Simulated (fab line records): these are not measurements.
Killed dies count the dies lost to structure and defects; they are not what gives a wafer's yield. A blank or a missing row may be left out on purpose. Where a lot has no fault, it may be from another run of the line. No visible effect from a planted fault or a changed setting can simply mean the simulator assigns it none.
Which tool was responsible?	flow sky130	36 wafers from 12 lots sampled at 3 of the route's 708 steps

WHAT EACH GAUGE READ, for each wafer
SKY_VIA4_RS_MEAS_19: measures by four-point-probe.
lot	measured	on	VIA4_W_RS (ohm/sq)
L686	day 42 20:45	film metro-01	0.2236 0.2240 0.2238
L687	day 43 11:00	film metro-02	0.2285 0.2229 0.2266
L689	day 43 23:41	film metro-01	0.2260 0.2264 0.2264
L688	day 44 04:16	film metro-01	0.2279 0.2275 0.2252
L690	day 44 11:09	film metro-03	0.2299 0.2320 0.2317
L691	day 44 14:11	film metro-03	0.2280 0.2289 0.2306
L697	day 46 22:41	film metro-03	0.2670 0.2289 0.2709
L698	day 46 23:17	film metro-01	0.2253 0.2254 0.2256
L700	day 47 01:32	film metro-01	0.2299 0.2630 0.2334
L703	day 47 08:14	film metro-01	0.2316 0.2294 0.2279
L707	day 48 05:16	film metro-03	0.2273 0.2294 0.2294
L709	day 48 20:54	film metro-03	0.2274 0.2289 0.2266

SKY_VIA4_THK_MEAS_20: measures by xrf.
lot	measured	on	VIA4_W_THK (nm)
L686	day 42 20:51	film metro-01	522 524 522
L687	day 43 11:07	film metro-02	511 528 513
L689	day 43 23:47	film metro-01	511 510 510
L688	day 44 04:23	film metro-01	513 512 516
L690	day 44 11:16	film metro-03	504 501 499
L691	day 44 14:17	film metro-03	512 506 505
L697	day 46 22:47	film metro-03	439 515 429
L698	day 46 23:24	film metro-01	511 510 508
L700	day 47 01:40	film metro-01	508 440 498
L703	day 47 08:20	film metro-01	504 506 509
L707	day 48 05:23	film metro-03	520 512 513
L709	day 48 20:59	film metro-03	517 515 518

TOOL THAT RAN EACH LOT (tool first, then ch and the chambers of the sampled wafers, then the start)
lot	SKY_VIA4_CVD_18
L686	cvd w-02 ch 0,1, day 42 20:37
L687	cvd w-02 ch 0,1, day 43 10:50
L689	cvd w-01 ch 0,1, day 43 23:33
L688	cvd w-01 ch 0,1, day 44 04:07
L690	cvd w-01 ch 0,1, day 44 10:59
L691	cvd w-02 ch 0,1, day 44 14:01
L697	cvd w-01 ch 0,1, day 46 22:32
L698	cvd w-02 ch 0, day 46 23:08
L700	cvd w-01 ch 0,1, day 47 01:23
L703	cvd w-02 ch 0,1, day 47 08:05
L707	cvd w-02 ch 0,1, day 48 05:07
L709	cvd w-02 ch 0,1, day 48 20:44
- SKY_VIA4_CVD_18: deposits W, target thk 505 nm, time 152.14 s.

WHAT THE TOOLS THEMSELVES READ (means of the sampled wafers that have a number; where no wafer has one, the mark that the record gives instead)
SKY_VIA4_CVD_18.
lot	tool	heater power w (W)	susceptor temp C (C)
L686	cvd w-02	794	400.13
L687	cvd w-02	805	400.24
L689	cvd w-01	972	400.15
L688	cvd w-01	925	400.11
L690	cvd w-01	976	399.97
L691	cvd w-02	846	399.96
L697	cvd w-01	937	395.17
L698	cvd w-02	903	400.03
L700	cvd w-01	948	397.73
L703	cvd w-02	841	399.98
L707	cvd w-02	798	399.76
L709	cvd w-02	860	400.06

THE ANSWER, worked out from the rows above alone
Rule: what is usual is taken from the lots themselves. The widest of any qualifying gaps counts: lots, ordered by their means at a reading, are off when they make up no more than a third of the lots, leave a main group of 4 or more, and stand apart from it by 3 or more times the standard deviation of that group's means. A main group whose means are all the same, to the digits that the tables above print for the reading, isn't used. A lot without any number at a reading at which 4 lots or more have one is off too. The other lots that the step has rows for count as sound. First the gauges in route order, then the tools' own readings, where a lot's mean is used as printed above. The first step at which some lot is off is used, and at that step the reading that is off furthest; a lot without a number counts as furthest.
Off: at SKY_VIA4_RS_MEAS_19 (VIA4_W_RS), L697, L700. For the main group the mean is 0.2275 ohm/sq and the standard deviation 0.0021.
If a tool, at a process step before that reading, ran all the lots that are off and no sound lot after the first of them, it fits. The gauges at SKY_VIA4_RS_MEAS_19 aren't tried: what is off there is off at SKY_VIA4_CVD_18 too, on other tools, and a gauge's error can't cause that. One fits: SKY_VIA4_CVD_18 on cvd w-01. Its last sound lot is L690 (day 44 10:59), its first lot that is off L697 (day 46 22:32): a fault that began between those two fits.
On the lots that are off, the tool's own readings at SKY_VIA4_CVD_18 differ by more than 5 times the standard deviation of the sound lots' means, which bears it out; susceptor temp C reads 396.45 C there versus 400.04 C on the sound lots.

WHAT HAD BEEN PUT IN BY THE SIMULATOR
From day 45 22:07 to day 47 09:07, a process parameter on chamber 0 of cvd w-01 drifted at SKY_VIA4_CVD_18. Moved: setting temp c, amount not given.
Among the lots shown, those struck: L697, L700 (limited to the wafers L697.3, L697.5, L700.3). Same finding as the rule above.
